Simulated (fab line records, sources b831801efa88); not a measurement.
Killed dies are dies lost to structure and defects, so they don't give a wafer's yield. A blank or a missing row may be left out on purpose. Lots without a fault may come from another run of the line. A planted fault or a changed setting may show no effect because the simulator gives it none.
A struck lot beside a sound one | flow sky130 | 14 steps out of a route of 708
Sound: wafers L843.2, L843.4, L843.6. Struck: wafers L849.3, L849.4, L849.6. The cause comes at the end.
At each step with rows: each side's tool, then ch and its chambers, then its first start. Under that, the readings that differ: sound wafers | struck wafers | difference of the means | sigmas: that difference in standard deviations of wafers without a fault.
alike: readings whose means differ by less than 2 such deviations, and words and numbers that are the same on both sides. not compared: withheld readings, readings that some wafer has no value for, bounds like >300 that may hide the same value, and numbers for which the record gives no deviation and whose values overlap.
The two part at a step that has a row with sigmas, a row that says differs or no value, or rows on one side only. Numbers that don't overlap but have no deviation are shown without sigmas and don't part them. A reading that every wafer of one side lacks parts them only if that side has two wafers or more.

SKY_FIELD_ISO_ETCH_14: etches BARC in N2/H2, stops on SiO2, time 45.9 s, target depth 60 nm.
  sound on rie_diel-04 ch 0,1,3, day 2 15:28; struck on rie_diel-01 ch 1,2,3, day 3 22:34
  alike: bias_w, drypump_motor_current_A, oes_product_au, throttle_valve_pct
  not compared: rf_hours_counter_h
SKY_FIELD_ISO_ETCH_15: etches the open film in CHF3/O2, stops on Si, target depth 180 nm, time 72 s.
  sound on rie_diel-04 ch 0,1,3, day 2 15:30; struck on rie_diel-01 ch 1,2,3, day 3 22:37
  alike: bias_w, drypump_motor_current_A, oes_product_au, throttle_valve_pct
  not compared: rf_hours_counter_h
SKY_FIELD_ISO_STRIP_16: strips in O2/N2.
  sound on plasma_asher-04 ch 0,1, day 2 15:34; struck on plasma_asher-02 ch 0,1, day 3 22:42
  alike: drypump_motor_current_A, oes_product_au, strip_time_to_endpoint_s
  not compared: rf_hours_counter_h
SKY_FIELD_ISO_ETCH_17: etches Si in HBr/Cl2/O2, target depth 342 nm, time 97.7 s.
  sound on rie_si-02 ch 0,2, day 2 15:40; struck on rie_si-02 ch 1,2, day 3 22:46
  alike: bias_w, drypump_motor_current_A, oes_product_au, throttle_valve_pct
  not compared: rf_hours_counter_h
then, 5 steps without rows for these wafers: SKY_FIELD_ISO_WET_ETCH_18 (etches Si3N4 in H3PO4, target depth 25 nm, time 286 s); SKY_FIELD_ISO_CLEAN_19 (cleans in SC1/SC2, time 150 s); SKY_FIELD_ISO_CLEAN_20 (cleans in dHF, time 20 s); SKY_FIELD_ISO_WET_ETCH_21 (etches SiO2 in dHF, target depth 20 nm, time 400 s); SKY_FIELD_ISO_OXIDATION_22 (stabilise 600 s, purge 300 s, target thk 10 nm).
SKY_FIELD_ISO_THK_MEAS_23:
  sound on film_metro-01, day 2 18:54; struck on film_metro-04, day 4 00:50
  alike: FIELD_ISO_OXIDATION_01_THK
then, 1 step without rows for these wafers: SKY_FIELD_ISO_CVD_24 (deposits SiO2, target thk 595 nm, time 99.2 s).
SKY_FIELD_ISO_THK_MEAS_25:
  sound on film_metro-01, day 2 19:02; struck on film_metro-01, day 4 00:58
  alike: FIELD_ISO_CVD_24_THK
SKY_FIELD_ISO_ANNEAL_26: time 1800 s.
  sound on furnace-01 ch 0, day 2 21:45; struck on furnace-02, day 4 01:00
  no value came back on the struck wafers for spike_tc_bottom_C (C), spike_tc_centre_C (C), spike_tc_lower_C (C); on the sound wafers spike_tc_bottom_C (C) reads 1024.2 1022.7 1022.1
SKY_FIELD_ISO_CMP_27: polishes, stops on Si3N4, t overpolish 16 s, target thk 457.8 nm.
  sound on cmp-02 ch 1,2,3, day 2 23:21; struck on cmp-01 ch 1,2,3, day 4 02:33
  alike: motor_current_A, overpolish_run_s, retaining_ring_pressure_frac, slurry_filter_dp_kPa, slurry_flow_ml_min, time_to_endpoint_s

WHERE THEY PART
Only at SKY_FIELD_ISO_ANNEAL_26, within this record. Later steps at which nothing parts them and some readings are alike: SKY_FIELD_ISO_CMP_27.

WHY: what the simulator had put in
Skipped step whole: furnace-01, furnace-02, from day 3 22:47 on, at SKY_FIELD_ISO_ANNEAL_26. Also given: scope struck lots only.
